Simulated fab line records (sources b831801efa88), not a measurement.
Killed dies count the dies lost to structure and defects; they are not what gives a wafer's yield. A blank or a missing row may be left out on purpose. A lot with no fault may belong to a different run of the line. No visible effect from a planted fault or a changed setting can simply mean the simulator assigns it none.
Comparing a struck lot with a sound one    flow sky130    21 steps out of a route of 708
Sound: the wafers L492.2, L492.4, L492.6. Wafers L493.1, L493.3, L493.6 were the ones struck. The cause comes at the end.
At each step with rows: each side's tool, then ch and its chambers, then its first start. Under that, the readings that differ: sound wafers    struck wafers    difference of the means    sigmas: that difference in standard deviations of wafers without a fault.
alike: readings with means less than 2 such deviations apart, plus words and numbers identical on both sides. not compared: withheld readings, readings lacking a value on some wafer, bounds such as >300 that could conceal the same value, and numbers that have no deviation in the record and whose values overlap.
The two part at a step that has a row with sigmas, a row that says differs or no value, or rows on one side only. Numbers that have no deviation but don't overlap get no sigmas and don't part them. A reading missing from all wafers of one side parts the sides only when that side holds two or more wafers.

SKY_POLY_GATE_CD_MEAS_22:
  struck on cd_sem-02, day 17 18:43; sound on cd_sem-02, day 17 15:25
  alike: cd_nm
then, 7 steps without rows for these wafers: SKY_LDD_N_DEHYDRATE_00 (time 60 s); SKY_LDD_N_HMDS_01 (prime time 60 s); SKY_LDD_N_COAT_02 (resist thk 300 nm); SKY_LDD_N_SOFTBAKE_03 (time 60 s); SKY_LDD_N_EXPOSE_04 (exposes mask NTM, target cd 840 nm); SKY_LDD_N_PEB_05; SKY_LDD_N_DEVELOP_06 (develop time 60 s).
SKY_LDD_N_OVL_MEAS_07:
  struck on overlay-01, day 19 00:28; sound on overlay-01, day 18 21:49
  alike: LDD_N_OVL
then, 3 steps without rows for these wafers: SKY_LDD_N_IMPLANT_08; SKY_LDD_N_IMPLANT_09; SKY_LDD_N_IMPLANT_10.
SKY_LDD_N_IMPLANT_11:
  sound on implanter-03 ch 0, day 18 22:19; struck on implanter-02 ch 0, day 19 01:16
  alike: end_station_pressure_torr, rotation_deg
then, 4 steps without rows for these wafers: SKY_LDD_N_IMPLANT_12; SKY_LDD_N_IMPLANT_13; SKY_LDD_N_IMPLANT_14; SKY_LDD_N_IMPLANT_15.
SKY_LDD_N_STRIP_16: strips in O2/N2.
  sound on plasma_asher-02 ch 0,1, day 18 23:03; struck on plasma_asher-02 ch 0,1, day 19 02:01
reading                       sound              struck             difference  sigmas
strip_time_to_endpoint_s (s)  4.307 4.323 4.322  4.532 4.527 4.523  +0.210      +15
  alike: drypump_motor_current_A, oes_product_au
  not compared: rf_hours_counter_h
SKY_LDD_N_TW_MEAS_17:
  struck on film_metro-02, day 19 02:20; sound on film_metro-01, day 18 23:10
reading   sound           struck          difference  sigmas
LDD_N_TW  2590 2594 2599  2726 2717 2703  +121        +9
then, 1 step without rows for these wafers: SKY_LDD_P_DEHYDRATE_00 (time 60 s).
-- a jump in the record: the struck wafers' starts before and after are 28 days apart (it breaks off in module LDD_P and resumes in module PAD_OPEN, where the first step shown is number 708 of the route) --
SKY_PAD_OPEN_PROBE_99:
  struck on prober-02, day 46 22:41; sound on prober-02, day 46 16:50
reading                                    sound                struck                difference  sigmas
model.etest.tip_n.rs_ohm_sq                438 437.2 440.9      383.4 384.2 385.4     -54.4       
model.etest.nfet_01v8_turned.drive_ua_um   493 486 501.4        533.3 520.9 530       +34.6       
model.etest.nfet_01v8_lvt.vt_sat_v (V)     0.5349 0.5418 0.532  0.5007 0.5147 0.5096  -0.0279     
model.etest.nfet_01v8_turned.vt_sat_v (V)  0.662 0.6585 0.6526  0.6238 0.6307 0.6243  -0.0314     
model.etest.nfet_01v8.vt_sat_v (V)         0.654 0.6545 0.6476  0.6187 0.6282 0.6228  -0.0288     
  alike: killed_at_M0_to_M3, killed_at_M4_up, killed_at_contacts, killed_at_front_end, killed_at_other, killed_dies, killed_on_rim, killed_open, killed_short

## WHERE THEY PART
First at SKY_LDD_N_STRIP_16; last, within this record, at SKY_LDD_N_TW_MEAS_17. Later steps at which nothing parts them and some readings are alike: SKY_PAD_OPEN_PROBE_99.

WHY: whatever the simulator had introduced
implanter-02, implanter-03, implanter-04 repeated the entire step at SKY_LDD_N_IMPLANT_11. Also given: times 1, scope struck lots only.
